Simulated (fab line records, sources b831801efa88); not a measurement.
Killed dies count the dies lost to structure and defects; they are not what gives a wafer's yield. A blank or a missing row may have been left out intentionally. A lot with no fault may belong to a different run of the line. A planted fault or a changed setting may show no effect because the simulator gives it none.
Which tool was responsible? + flow gf180mcu + 13 lots with 39 wafers sampled at 3 steps, on a route of 602 steps

WHAT EACH GAUGE READ, for each wafer
GF_HV_LDD_TW_MEAS_23. Usual: HV_LDD_2_TW typically reads 1046, with standard deviation 4.5.
| lot  | measured     | on           | HV_LDD_2_TW    | flag |
|------|--------------|--------------|----------------|------|
| L659 | day 10 19:31 | filmMetro-01 | 1046 1035 1041 |      |
| L660 | day 10 23:04 | filmMetro-01 | 1046 1043 1043 |      |
| L661 | day 11 07:31 | filmMetro-01 | 1037 1038 1040 |      |
| L662 | day 11 19:56 | filmMetro-02 | 1043 1046 1043 |      |
| L663 | day 12 00:54 | filmMetro-02 | 1045 1052 1048 |      |
| L671 | day 14 16:33 | filmMetro-01 | 1047 1039 1052 |      |
| L672 | day 14 17:49 | filmMetro-01 | 1041 1045 1043 |      |
| L673 | day 15 01:00 | filmMetro-02 | 1045 1047 1050 |      |
| L674 | day 15 12:49 | filmMetro-01 | 1047 1047 1047 |      |
| L676 | day 16 03:30 | filmMetro-04 | 1045 1046 1045 |      |
| L679 | day 17 09:43 | filmMetro-04 | 1048 1050 1051 |      |
| L681 | day 17 18:00 | filmMetro-02 | 1053 1047 1052 |      |
| L682 | day 17 23:06 | filmMetro-02 | 1056 1052 1053 |      |

GF_NSD_OVL_MEAS_08. Usual: NSD_OVL typically reads -0.6 nm, with standard deviation 1.5.
| lot  | measured     | on         | NSD_OVL (nm)   | flag |
|------|--------------|------------|----------------|------|
| L659 | day 13 08:13 | overlay-01 | 0.4 -1.2 -2.0  |      |
| L660 | day 13 12:50 | overlay-01 | -0.6 -0.6 0.5  |      |
| L661 | day 13 20:53 | overlay-02 | -1.7 -3.6 -2.0 |      |
| L662 | day 14 11:59 | overlay-02 | -1.2 0.6 -0.5  |      |
| L663 | day 14 15:47 | overlay-01 | 1.7 -0.3 0.7   |      |
| L671 | day 17 14:50 | overlay-02 | -0.4 2.2       |      |
| L672 | day 17 16:48 | overlay-02 | -1.7           |      |
| L673 | day 18 00:12 | overlay-01 | -1.6 -0.7 -2.4 |      |
| L674 | day 18 13:01 | overlay-02 | -3.3 -1.2 -0.7 |      |
| L676 | day 19 04:11 | overlay-01 | 1.4 -0.5 0.0   |      |
| L679 | day 20 12:49 | overlay-02 | 0.6 0.3 0.6    |      |
| L681 | day 20 21:19 | overlay-02 | -0.2 -1.7 0.5  |      |
| L682 | day 21 02:55 | overlay-02 | 0.8 -1.4 -1.6  |      |

EACH LOT AND THE TOOL THAT RAN IT (in order: tool; ch and the chambers of the sampled wafers; start)
| lot  | GF_HV_LDD_ETCHBACK_58             |
|------|-----------------------------------|
| L659 | rieDiel-02 ch 0,1, day 12 11:40   |
| L660 | rieDiel-03 ch 0,1,3, day 12 16:13 |
| L661 | rieDiel-01 ch 0,1,3, day 13 00:58 |
| L662 | rieDiel-02 ch 1,2, day 13 15:23   |
| L663 | rieDiel-01 ch 0,1,2, day 13 19:37 |
| L671 | rieDiel-03 ch 0,1,2, day 16 16:22 |
| L672 | rieDiel-03 ch 1,2, day 16 17:37   |
| L673 | rieDiel-02 ch 2,3, day 17 00:46   |
| L674 | rieDiel-02 ch 0,2,3, day 17 13:31 |
| L676 | rieDiel-02 ch 0,1,3, day 18 04:46 |
| L679 | rieDiel-01 ch 1,3, day 19 12:31   |
| L681 | rieDiel-01 ch 1,3, day 19 21:00   |
| L682 | rieDiel-01 ch 0,1, day 20 03:07   |
- GF_HV_LDD_ETCHBACK_58: etches Si3N4 in CH3F/O2, stops on SiO2, time 100 s, target depth 90 nm.

WHAT THE TOOLS THEMSELVES READ (means of the sampled wafers that have a number; where no wafer has one, the mark that the record gives instead)
GF_HV_LDD_ETCHBACK_58. Usual: biasW 80.01 W, standard deviation 0.24; drypumpMotorCurrentA 5.8 A, standard deviation 0.45; oesProductAu 0.842 a.u., standard deviation 0.0068; runLengthS 128.4 s, standard deviation 0.43; throttleValvePct 10.562 %, standard deviation 0.0084.
| lot  | tool       | biasW (W) | drypumpMotorCurrentA (A) | oesProductAu (a.u.) | runLengthS (s) | throttleValvePct (%) | flag |
|------|------------|-----------|--------------------------|---------------------|----------------|----------------------|------|
| L659 | rieDiel-02 | 79.94     | 5.8                      | 0.851               | 128.4          | 10.559               |      |
| L660 | rieDiel-03 | 80.38     | 5.7                      | 0.836               | 128.6          | 10.571               |      |
| L661 | rieDiel-01 | 79.96     | 5.4                      | 0.845               | 129.4          | 10.562               |      |
| L662 | rieDiel-02 | 79.72     | 6.0                      | 0.842               | 128.0          | 10.562               |      |
| L663 | rieDiel-01 | 80.10     | 5.5                      | 0.832               | 128.6          | 10.567               |      |
| L671 | rieDiel-03 | 80.09     | 6.1                      | 0.897               | 118.7          | 10.569               | OFF  |
| L672 | rieDiel-03 | 79.97     | 6.3                      | 0.945               | 109.0          | 10.578               | OFF  |
| L673 | rieDiel-02 | 80.00     | 6.2                      | 0.843               | 128.2          | 10.568               |      |
| L674 | rieDiel-02 | 80.17     | 5.9                      | 0.845               | 128.2          | 10.566               |      |
| L676 | rieDiel-02 | 80.05     | 5.9                      | 0.846               | 128.4          | 10.560               |      |
| L679 | rieDiel-01 | 80.03     | 5.6                      | 0.832               | 128.9          | 10.553               |      |
| L681 | rieDiel-01 | 79.82     | 5.6                      | 0.845               | 128.9          | 10.557               |      |
| L682 | rieDiel-01 | 80.32     | 5.1                      | 0.845               | 128.8          | 10.562               |      |

THE ANSWER, worked out from the rows above alone
Rule: a lot is off if the mean of its wafers that have a number lies more than 3 standard deviations from the usual mean. A lot without any number at a reading at which 4 lots or more have one is off too. Where the step has rows for the other lots, those lots are counted as sound. First the gauges in route order, then the tools' own readings, where a lot's mean is used as printed above. The first step at which some lot is off is used, and at that step the reading that is off furthest; a lot without a number counts as furthest.
Off at GF_HV_LDD_ETCHBACK_58 (runLengthS): L671, L672.
If a tool, at that step or one of the process steps before it, ran each lot that is off and ran no sound lot following the first of them, it fits. One fits: GF_HV_LDD_ETCHBACK_58 on rieDiel-03. Its last sound lot is L660 (day 12 16:13), its first lot that is off L671 (day 16 16:22): a fault that began between those two fits.
The tool's own readings at GF_HV_LDD_ETCHBACK_58 bear it out: on the lots that are off they differ by more than 5 times the standard deviation of the sound lots' means. oesProductAu reads 0.921 a.u. there against 0.842 a.u. on the sound lots; runLengthS reads 113.8 s there against 128.6 s on the sound lots.

WHAT HAD BEEN PUT IN BY THE SIMULATOR
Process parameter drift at GF_HV_LDD_ETCHBACK_58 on rieDiel-03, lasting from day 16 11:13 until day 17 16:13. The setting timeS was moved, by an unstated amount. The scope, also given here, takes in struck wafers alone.
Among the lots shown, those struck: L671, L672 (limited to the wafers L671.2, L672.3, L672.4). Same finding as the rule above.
